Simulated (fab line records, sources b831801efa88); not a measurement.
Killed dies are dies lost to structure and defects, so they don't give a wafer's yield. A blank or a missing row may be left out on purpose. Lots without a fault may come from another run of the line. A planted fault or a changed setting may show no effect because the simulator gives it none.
Which tool did it? | flow gf180mcu | 13 lots, 39 wafers sampled, at 2 steps of a route of 602

WHAT THE GAUGES READ, wafer by wafer
GF_STI_THK_MEAS_02.
lot  | measured    | on            | STI_OXIDATION_THK (nm)
L158 | day 1 12:51 | film_metro-03 | 9.98 10.03 10.12
L160 | day 1 21:31 | film_metro-02 | 10.32 10.24 10.24
L162 | day 2 07:57 | film_metro-03 | 10.07 10.25 9.92
L163 | day 2 12:49 | film_metro-02 | 9.77 9.91 10.11
L164 | day 2 17:57 | film_metro-02 | 9.99 9.92 9.85
L165 | day 2 22:32 | film_metro-01 | 9.80 10.01 9.84
L169 | day 3 20:26 | film_metro-02 | 16.59 16.55 16.46
L171 | day 4 07:02 | film_metro-03 | 16.24 16.70 16.51
L174 | day 4 21:05 | film_metro-02 | 16.04 16.05 16.51
L177 | day 5 10:31 | film_metro-02 | 9.92 9.93 9.91
L178 | day 5 15:31 | film_metro-02 | 10.00 9.93 10.04
L179 | day 5 20:50 | film_metro-01 | 10.23 10.10 10.05
L180 | day 6 01:31 | film_metro-01 | 10.21 10.22 10.11

WHICH TOOL RAN EACH LOT (tool, then ch and the chambers of the sampled wafers, then the start)
lot  | GF_STI_OXIDATION_01
L158 | furnace-02 ch 0, day 1 11:28
L160 | furnace-02 ch 0, day 1 20:07
L162 | furnace-02 ch 0, day 2 06:32
L163 | furnace-02 ch 0, day 2 11:26
L164 | furnace-01 ch 0, day 2 16:34
L165 | furnace-02 ch 0, day 2 21:07
L169 | furnace-01 ch 0, day 3 17:07 and furnace-02 ch 0, day 3 19:02
L171 | furnace-02 ch 0, day 4 03:07 and furnace-01 ch 0, day 4 05:38
L174 | furnace-02 ch 0, day 4 18:07 and furnace-01 ch 0, day 4 19:41
L177 | furnace-01 ch 0, day 5 09:07
L178 | furnace-01 ch 0, day 5 14:07
L179 | furnace-02 ch 0, day 5 19:26
L180 | furnace-02 ch 0, day 6 00:07
- GF_STI_OXIDATION_01: stabilise 600 s, purge 300 s, target thk 10 nm.

WHAT THE TOOLS THEMSELVES READ (means of the sampled wafers that have a number; where no wafer has one, the mark that the record gives instead)
GF_STI_OXIDATION_01.
lot  | tool                  | spike_tc_bottom_C (C)
L158 | furnace-02            | 917.8
L160 | furnace-02            | 918.7
L162 | furnace-02            | 918.1
L163 | furnace-02            | 919.2
L164 | furnace-01            | 916.4
L165 | furnace-02            | 917.7
L169 | furnace-01/furnace-02 | 918.2
L171 | furnace-02/furnace-01 | 918.0
L174 | furnace-02/furnace-01 | 917.6
L177 | furnace-01            | 917.3
L178 | furnace-01            | 918.0
L179 | furnace-02            | 918.6
L180 | furnace-02            | 918.6

THE ANSWER, worked out from the rows above alone
Rule: what is usual is taken from the lots themselves. Put in order of their means at a reading, lots are off if they are a third of the lots or fewer, leave a main group of 4 or more, and stand apart from it by a gap of 3 or more times the standard deviation of the main group's means; of several such gaps the widest counts. A main group whose means are all the same, to the digits that the tables above print for the reading, isn't used. A lot without any number at a reading at which 4 lots or more have one is off too. The other lots that the step has rows for count as sound. The gauges are gone through in route order, then the tools' own readings, and for those a lot's mean is taken as printed above. The first step at which some lot is off is used, and at that step the reading that is off furthest; a lot without a number counts as furthest.
Off: L169, L171, L174, at GF_STI_THK_MEAS_02 (STI_OXIDATION_THK). The main group: mean 10.03 nm, standard deviation 0.12.
A tool fits if, at a process step before that reading, it ran every lot that is off, and no sound lot after the first of them. The gauges at GF_STI_THK_MEAS_02 are tried like those tools. None of those tried fits.

WHAT THE SIMULATOR HAD PUT IN
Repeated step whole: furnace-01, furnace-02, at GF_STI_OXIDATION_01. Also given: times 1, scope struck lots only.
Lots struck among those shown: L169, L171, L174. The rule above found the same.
